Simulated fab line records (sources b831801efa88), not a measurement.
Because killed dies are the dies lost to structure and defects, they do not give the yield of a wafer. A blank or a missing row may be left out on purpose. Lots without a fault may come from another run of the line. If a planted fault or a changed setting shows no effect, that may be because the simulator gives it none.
Which of the tools did it? ; flow sky130 ; 30 wafers from 10 lots sampled at 4 of the route's 708 steps

== WHAT THE GAUGES SHOWED, per wafer ==
SKY_FIELD_ISO_THK_MEAS_02. Usual: FIELD_ISO_OXIDATION_00_THK 12.05 nm, standard deviation 0.21.
lot;measured;on;FIELD_ISO_OXIDATION_00_THK (nm);flag
L329;day 1 11:58;filmMetro-01;12.18 11.73 11.87;
L330;day 1 16:38;filmMetro-02;11.97 11.97 11.80;
L335;day 2 17:38;filmMetro-01;13.10 13.32 13.30 13.08 13.34 13.35;OFF
L339;day 3 13:55;filmMetro-01;13.12 12.93 13.03 13.14 12.97 13.01;OFF
L341;day 3 23:38;filmMetro-01;12.68 12.77 12.61;OFF
L343;day 4 13:26;filmMetro-04;12.20 12.14 12.37;
L344;day 4 20:47;filmMetro-04;11.96 12.18 12.35;
L347;day 5 05:38;filmMetro-04;11.86 12.02 11.82;
L349;day 5 16:46;filmMetro-02;12.09 12.11 12.09;
L352;day 6 07:40;filmMetro-04;11.93 11.73 11.83;

SKY_VT_ADJUST_HVTP_OVL_MEAS_08. Usual: VT_ADJUST_HVTP_OVL -0.1 nm, standard deviation 1.5.
lot;measured;on;VT_ADJUST_HVTP_OVL (nm);flag
L329;day 6 06:45;overlay-01;0.2 2.5 1.6;
L330;day 6 12:44;overlay-02;-0.6 -0.2 -0.9;
L335;day 7 17:44;overlay-01;-0.6 -0.4 -0.1;
L339;day 9 05:47;overlay-02;-1.7 -1.0 -2.7;
L341;day 9 11:32;overlay-01;-2.6 0.0 -1.3;
L343;day 10 01:20;overlay-02;-1.9 -0.3 -0.4;
L344;day 10 07:32;overlay-02;-1.7 -0.9 0.7;
L347;day 11 02:17;overlay-01;0.3 0.1 2.6;
L349;day 11 15:12;overlay-01;-3.4 -2.1 -2.6;
L352;day 12 11:50;overlay-02;1.9 0.6 0.2;

SKY_VT_ADJUST_NCORE_CD_MEAS_07: the cd target is 380 nm. Usual: cdNm reads 380.5 nm (standard deviation 2.5).
lot;measured;on;cdNm (nm);flag
L329;day 8 19:49;cdSem-01;378.4 377.4 377.2;
L330;day 9 02:34;cdSem-01;381.2 379.4 379.6;
L335;day 10 10:01;cdSem-01;381.5 381.2 381.0;
L339;day 12 03:31;cdSem-02;382.1 380.0 382.5;
L341;day 12 08:22;cdSem-02;381.9 382.9 381.4;
L343;day 13 00:40;cdSem-02;378.9 380.2 381.4;
L344;day 13 07:50;cdSem-02;379.6 380.9 382.7;
L347;day 14 04:14;cdSem-01;376.4 375.0 376.6;
L349;day 14 19:38;cdSem-01;380.6 378.8 377.3;
L352;day 15 18:22;cdSem-02;376.9 375.4 375.5;

== WHICH TOOL RAN EACH LOT (tool, then ch and the chambers of the sampled wafers, then the start) ==
lot;SKY_VT_ADJUST_LVTN_STRIP_09
L329;plasmaAsher-02 ch 0,1, day 7 02:17
L330;plasmaAsher-04 ch 0,1, day 7 09:01
L335;plasmaAsher-04 ch 1, day 8 13:59
L339;plasmaAsher-03 ch 0,1, day 10 04:25
L341;plasmaAsher-03 ch 0,1, day 10 09:26
L343;plasmaAsher-02 ch 0,1, day 11 00:20
L344;plasmaAsher-03 ch 0,1, day 11 06:20
L347;plasmaAsher-02 ch 0,1, day 12 02:26
L349;plasmaAsher-02 ch 0,1, day 12 16:07
L352;plasmaAsher-04 ch 0,1, day 13 13:59
- SKY_VT_ADJUST_LVTN_STRIP_09: strips in O2/N2.

== WHAT THE TOOLS THEMSELVES READ (means of the sampled wafers that have a number; where no wafer has one, the mark that the record gives instead) ==
SKY_VT_ADJUST_LVTN_STRIP_09. Usual: drypumpMotorCurrentA 5.7 A, standard deviation 0.5; oesProductAu 0.722 a.u., standard deviation 0.0047; stripTimeToEndpointS 36.93 s, standard deviation 0.11.
lot;tool;drypumpMotorCurrentA (A);oesProductAu (a.u.);stripTimeToEndpointS (s);flag
L329;plasmaAsher-02;5.4;0.718;37.02;
L330;plasmaAsher-04;5.3;0.726;37.11;
L335;plasmaAsher-04;4.9;0.722;36.81;
L339;plasmaAsher-03;6.0;0.724;36.85;
L341;plasmaAsher-03;5.9;0.720;36.95;
L343;plasmaAsher-02;5.8;0.718;37.03;
L344;plasmaAsher-03;6.0;0.723;36.86;
L347;plasmaAsher-02;5.4;0.722;36.70;
L349;plasmaAsher-02;5.8;0.721;37.04;
L352;plasmaAsher-04;5.7;0.721;36.93;

== THE ANSWER, worked out from the rows above alone ==
Rule: a lot counts as off when the mean over its wafers that have a number is more than 3 standard deviations away from the usual mean. A lot without any number at a reading at which 4 lots or more have one is off too. Where the step has rows for the other lots, those lots are counted as sound. The gauges are gone through in route order, then the tools' own readings, and for those a lot's mean is taken as printed above. The first step at which some lot is off is used, and at that step the reading that is off furthest; a lot without a number counts as furthest.
Off: at SKY_FIELD_ISO_THK_MEAS_02 (FIELD_ISO_OXIDATION_00_THK), L335, L339, L341.
If a tool, at a process step before that reading, ran all the lots that are off and no sound lot after the first of them, it fits. The gauges at SKY_FIELD_ISO_THK_MEAS_02 are tried like those tools. One fits: filmMetro-01 at SKY_FIELD_ISO_THK_MEAS_02. Its last sound lot is L329 (day 1 11:58), its first lot that is off L335 (day 2 17:38): a fault that began between those two fits.

== WHAT THE SIMULATOR HAD INSERTED ==
Metrology matching offset: filmMetro-01, from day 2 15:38 on, at SKY_FIELD_ISO_THK_MEAS_02. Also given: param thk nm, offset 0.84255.
Lots struck among those shown: L335, L339, L341. The same result came from the rule above.
